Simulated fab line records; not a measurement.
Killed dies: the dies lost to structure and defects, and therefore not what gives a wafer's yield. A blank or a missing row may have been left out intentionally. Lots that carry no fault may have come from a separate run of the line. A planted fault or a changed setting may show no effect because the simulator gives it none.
The tool behind it: which one?	flow sky130	12 lots, 36 wafers sampled, at 3 steps of a route of 708

## WHAT EACH GAUGE READ, for each wafer
SKY_METAL3_OVL_MEAS_14. Usual: METAL3_OVL typically reads 0 nm, with standard deviation 5.7.
lot	measured	on	METAL3_OVL (nm)	flag
L136	day 38 21:55	overlay-02	-7 -3 -4	
L137	day 39 03:17	overlay-02	-8 -7 -5	
L144	day 41 09:32	overlay-02	-13 -11 -8	
L145	day 41 20:10	overlay-02	3 5 1	
L146	day 42 01:16	overlay-01	-3 -1 3	
L151	day 43 00:59	overlay-01	5 7 6	
L152	day 43 09:04	overlay-02	2 9 7	
L153	day 43 17:52	overlay-02	3 -7 1	
L154	day 43 21:28	overlay-01	8 12 8	
L155	day 44 06:35	overlay-01	2 2 -3	
L157	day 44 20:07	overlay-01	-4 -2 -4	
L159	day 45 04:56	overlay-01	6 0 -3	

## WHICH TOOL RAN EACH LOT (tool, then ch and the chambers of the sampled wafers, then the start)
lot	SKY_METAL3_SPUTTER_04	SKY_CAPM_STRIP_14
L136	pvdSputter-03, day 36 16:50	plasmaAsher-04 ch 0,1, day 37 19:40
L137	pvdSputter-04, day 36 23:02	plasmaAsher-01 ch 0,1, day 38 01:16
L144	pvdSputter-01, day 39 06:43	plasmaAsher-02 ch 0,1, day 40 08:01
L145	pvdSputter-04, day 39 17:56	plasmaAsher-04 ch 0,1, day 40 19:22
L146	pvdSputter-03, day 40 00:28	plasmaAsher-04 ch 0,1, day 41 00:46
L151	pvdSputter-04, day 41 01:10	plasmaAsher-01 ch 0,1, day 42 01:34
L152	pvdSputter-03, day 41 09:17	plasmaAsher-01 ch 0,1, day 42 09:40
L153	pvdSputter-04, day 41 18:29	plasmaAsher-01 ch 0,1, day 42 18:43
L154	pvdSputter-03, day 41 21:19	plasmaAsher-04 ch 0,1, day 42 21:28
L155	pvdSputter-03, day 42 07:47	plasmaAsher-02 ch 0,1, day 43 07:17
L157	pvdSputter-04, day 42 22:05	plasmaAsher-02 ch 0, day 43 21:07
L159	pvdSputter-04, day 43 07:17	plasmaAsher-04 ch 1, day 44 06:10
- SKY_METAL3_SPUTTER_04: material TiN, target thk 70 nm, time 58.3 s.
- SKY_CAPM_STRIP_14: strips in O2/N2.

## AS READ BY THE TOOLS THEMSELVES (means over the sampled wafers that have a number; for cases with no such wafer, the mark the record gives instead)
SKY_METAL3_SPUTTER_04. Usual: throttleValvePct reads 29.7 % (standard deviation 1.1).
lot	tool	throttleValvePct (%)	flag
L136	pvdSputter-03	28.5	
L137	pvdSputter-04	30.4	
L144	pvdSputter-01	30.1	
L145	pvdSputter-04	30.3	
L146	pvdSputter-03	29.4	
L151	pvdSputter-04	30.7	
L152	pvdSputter-03	29.3	
L153	pvdSputter-04	29.8	
L154	pvdSputter-03	28.8	
L155	pvdSputter-03	28.7	
L157	pvdSputter-04	30.4	
L159	pvdSputter-04	30.0	

SKY_CAPM_STRIP_14. Usual: drypumpMotorCurrentA 5.8 A, standard deviation 0.48; oesProductAu 0.711 a.u., standard deviation 0.0044; stripTimeToEndpointS 12.63 s, standard deviation 0.045.
lot	tool	drypumpMotorCurrentA (A)	oesProductAu (a.u.)	stripTimeToEndpointS (s)	flag
L136	plasmaAsher-04	5.5	0.710	12.60	
L137	plasmaAsher-01	5.4	0.712	12.59	
L144	plasmaAsher-02	6.4	0.709	12.66	
L145	plasmaAsher-04	5.5	0.709	12.57	
L146	plasmaAsher-04	5.5	0.709	12.64	
L151	plasmaAsher-01	5.5	0.713	12.60	
L152	plasmaAsher-01	5.5	0.707	12.66	
L153	plasmaAsher-01	5.5	0.712	12.63	
L154	plasmaAsher-04	5.3	0.712	12.69	
L155	plasmaAsher-02	6.4	0.710	12.60	
L157	plasmaAsher-02	6.3	0.710	12.68	
L159	plasmaAsher-04	5.7	0.709	12.59	

## THE ANSWER, worked out from the rows above alone
Rule: a lot is off if the mean of its wafers that have a number lies more than 3 standard deviations from the usual mean. Also off: a lot with no number at a reading for which 4 or more lots have one. All remaining lots with rows at the step are treated as sound. After the gauges, taken in route order, come the tools' own readings; for these a lot's mean is taken, as printed above. At the first step where some lot is off, the reading lying furthest off is the one used; lots without a number count as furthest.
None of the lots is off at any reading shown; this tells nothing.

## WHAT HAD BEEN PUT IN BY THE SIMULATOR
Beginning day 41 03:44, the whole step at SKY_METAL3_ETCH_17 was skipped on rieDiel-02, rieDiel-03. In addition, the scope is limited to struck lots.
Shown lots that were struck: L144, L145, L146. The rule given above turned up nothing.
